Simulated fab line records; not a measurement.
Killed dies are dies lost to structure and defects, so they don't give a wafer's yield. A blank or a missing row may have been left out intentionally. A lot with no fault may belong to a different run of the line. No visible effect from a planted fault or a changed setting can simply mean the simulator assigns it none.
Matching of chambers ; flow gf180mcu ; 4 sister chambers for GF_V2_ETCH_16 on rieDiel-01
The step etches BARC in N2/H2. 20 wafers are shown with their chamber, then 10 later ones without.

WAFERS, EACH WITH ITS CHAMBER
wafer;chamber;drypumpMotorCurrentA (A);biasW (W);oesProductAu (a.u.)
L074.2;3;5.3;100.12;0.853
L074.5;1;5.7;99.85;0.856
L074.6;0;6.4;99.89;0.861
L075.2;3;5.3;99.97;0.853
L075.4;0;6.4;99.73;0.856
L075.6;1;5.7;100.33;0.852
L076.2;1;5.7;99.94;0.850
L076.3;0;6.4;100.21;0.858
L076.6;1;5.7;99.58;0.855
L077.1;0;6.4;99.91;0.850
L077.3;1;5.7;100.12;0.851
L077.4;3;5.3;99.68;0.852
L080.4;1;5.7;100.32;0.853
L080.5;3;5.2;99.33;0.857
L080.6;2;5.6;99.53;0.853
L082.3;3;5.3;100.20;0.861
L082.4;3;5.3;100.17;0.854
L082.6;0;6.4;99.66;0.859
L083.2;3;5.2;100.21;0.858
L083.3;3;5.2;100.00;0.861

SIGNATURES (means of the wafers above)
reading;chamber 0;chamber 1;chamber 2;chamber 3;scatter within a chamber
drypumpMotorCurrentA;6.400;5.700;5.600;5.263;0.0342
biasW;99.8800;100.0233;99.5300;99.9600;0.282
oesProductAu;0.85680;0.85283;0.85300;0.85613;0.00345
Rule: distance of a wafer from a chamber = root of the sum over the readings of ((wafer's reading minus chamber's mean) / reading's scatter) squared. The wafer belongs to the nearest chamber; if the next one is less than 2 further off, it can't be placed. How the scatter is found: for the shown wafers, subtract from each reading the mean of its chamber, square and add these, divide the total by (wafers less chambers), then take the root.

WAFERS WITH NO CHAMBER GIVEN
wafer;drypumpMotorCurrentA (A);biasW (W);oesProductAu (a.u.)
L083.6;5.2;99.99;0.852
L086.1;6.4;100.32;0.851
L086.3;5.2;99.70;0.862
L086.6;5.3;100.07;0.860
L092.1;5.7;100.35;0.855
L092.3;5.3;99.84;0.853
L092.4;5.6;100.27;0.854
L095.1;5.3;99.88;0.845
L095.2;5.6;99.85;0.856
L095.3;6.4;100.69;0.856

THE CHAMBER EACH PASSED THROUGH
wafer;from the rows above;in truth
L083.6;3;3
L086.1;0;0
L086.3;3;3
L086.6;3;3
L092.1;1;1
L092.3;3;3
L092.4;can't be placed: 2 or 1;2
L095.1;3;3
L095.2;can't be placed: 2 or 1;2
L095.3;0;0
8 of 10 placed correctly. From these rows, 2 cannot be placed; in 2 the true chamber is one of the candidates. 0 placed wrongly.
